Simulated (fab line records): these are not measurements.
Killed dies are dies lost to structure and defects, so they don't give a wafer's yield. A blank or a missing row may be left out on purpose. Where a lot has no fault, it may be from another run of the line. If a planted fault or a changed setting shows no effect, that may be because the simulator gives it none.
A lot that was struck, set against a sound lot + flow sky130 + 18 steps out of a route of 708
Sound: these wafers, L872.2, L872.3, L872.5. Struck: wafers L875.4, L875.5 (left out: L875.6, a lot-mate that was not struck); the cause follows at the end.
For every step that has rows: the tool of each side, followed by ch and its chambers, followed by its first start. Under that, the readings that differ: sound wafers + struck wafers + difference of the means + sigmas: that difference in standard deviations of wafers without a fault.
alike: same words and numbers on both sides, and readings whose means sit less than 2 such deviations apart. not compared: any withheld reading, any reading some wafer has no value for, any bound like >300 that may hide the same value, and any number with overlapping values for which the record gives no deviation.
Wherever a step has rows on one side only, a row that says differs or no value, or a row with sigmas, the two part there. Non-overlapping numbers with no deviation appear without sigmas and do not part them. A reading that every wafer of one side lacks parts them only if that side has two wafers or more.

first, 3 steps without rows for these wafers: SKY_VIA1_EXPOSE_09 (exposes mask VIM, target cd 150 nm); SKY_VIA1_PEB_10; SKY_VIA1_DEVELOP_11 (develop time 60 s).
SKY_VIA1_CD_MEAS_12: the cd target is 150 nm.
  struck on cd_sem-01, day 36 01:39; sound on cd_sem-02, day 34 22:58
| reading    | sound             | struck      | difference | sigmas |
|------------|-------------------|-------------|------------|--------|
| cd_nm (nm) | 153.7 153.7 154.6 | 148.2 146.9 | -6.4       | -4     |
SKY_VIA1_OVL_MEAS_13:
  struck on overlay-01, day 36 01:44; sound on overlay-01, day 34 23:04
  alike: VIA1_OVL
SKY_VIA1_ETCH_14: etches BARC in N2/H2, stops on SiO2, time 45.9 s, target depth 60 nm.
  sound on rie_diel-03 ch 0,2,3, day 34 23:05; struck on rie_diel-03 ch 3, day 36 01:44
  alike: chamber_pressure_mTorr, drypump_motor_current_A, oes_product_au, rf_fwd_power_W, throttle_valve_pct
  not compared: rf_hours_counter_h
SKY_VIA1_ETCH_15: etches SiO2 in C4F8/O2/Ar, stops on TiN, target depth 351 nm, time 54 s.
  sound on rie_diel-03 ch 0,2,3, day 34 23:08; struck on rie_diel-03 ch 3, day 36 01:47
  alike: chamber_pressure_mTorr, oes_product_au, rf_fwd_power_W
  not compared: rf_hours_counter_h
SKY_VIA1_STRIP_16: strips in O2/N2.
  sound on plasma_asher-01 ch 0,1, day 34 23:11; struck on plasma_asher-02 ch 0, day 36 01:52
  alike: chamber_pressure_mTorr, drypump_motor_current_A, oes_product_au, strip_time_to_endpoint_s
  not compared: rf_hours_counter_h
then, 3 steps without rows for these wafers: SKY_VIA1_STRIP_17 (strips in post etch residue remover, time 1200 s); SKY_VIA1_CLEAN_18 (cleans in IPA, time 180 s); SKY_VIA1_CLEAN_19 (cleans in O3/DIW).
SKY_VIA1_SPUTTER_20: material TiN, target thk 20 nm, time 80 s.
  struck on pvd_sputter-02, day 36 02:29; sound on pvd_sputter-01, day 34 23:49
  alike: throttle_valve_pct
SKY_VIA1_CVD_21: deposits W, target thk 270 nm, time 80.902 s.
  sound on cvd_w-02 ch 0,1, day 34 23:52; struck on cvd_w-01 ch 0, day 36 02:33
| reading                            | sound             | struck      | difference | sigmas |
|------------------------------------|-------------------|-------------|------------|--------|
| model.W_of_VIA1_CVD_21.thk_nm (nm) | 270.4 269.3 271.1 | 191.6 192.5 | -78.2      |        |
  alike: heater_power_w, susceptor_temp_C
SKY_VIA1_RS_MEAS_22: a four-point-probe measurement.
  struck on film_metro-03, day 36 02:41; sound on film_metro-04, day 34 23:59
| reading            | sound             | struck      | difference | sigmas |
|--------------------|-------------------|-------------|------------|--------|
| VIA1_W_RS (ohm/sq) | 0.426 0.427 0.424 | 0.607 0.602 | +0.179     | +25    |
SKY_VIA1_THK_MEAS_23: measures by xrf.
  struck on film_metro-03, day 36 02:46; sound on film_metro-04, day 35 00:05
| reading         | sound       | struck  | difference | sigmas |
|-----------------|-------------|---------|------------|--------|
| VIA1_W_THK (nm) | 275 275 275 | 193 194 | -82        | -16    |
SKY_VIA1_CMP_24: polishes, stops on SiO2, t overpolish 15 s, target thk 0 nm.
  sound on cmp-01 ch 0,1,2, day 35 00:14; struck on cmp-01 ch 0,2, day 36 02:59
| reading                | sound          | struck    | difference | sigmas |
|------------------------|----------------|-----------|------------|--------|
| time_to_endpoint_s (s) | 63.6 63.5 66.3 | 46.2 46.0 | -18.4      | -7     |
  alike: motor_current_A
SKY_METAL2_SPUTTER_00: material Ti, target thk 15 nm, time 10 s.
  struck on pvd_sputter-03, day 36 03:08; sound on pvd_sputter-04, day 35 00:26
  alike: throttle_valve_pct
following that, these wafers have no rows for 1 step: SKY_PAD_OPEN_PROBE_99.

WHERE THEY PART
Earliest at SKY_VIA1_CD_MEAS_12; latest, in this record, at SKY_VIA1_CMP_24. Later steps at which nothing parts them and some readings are alike: SKY_METAL2_SPUTTER_00.

WHY: whatever the simulator had introduced
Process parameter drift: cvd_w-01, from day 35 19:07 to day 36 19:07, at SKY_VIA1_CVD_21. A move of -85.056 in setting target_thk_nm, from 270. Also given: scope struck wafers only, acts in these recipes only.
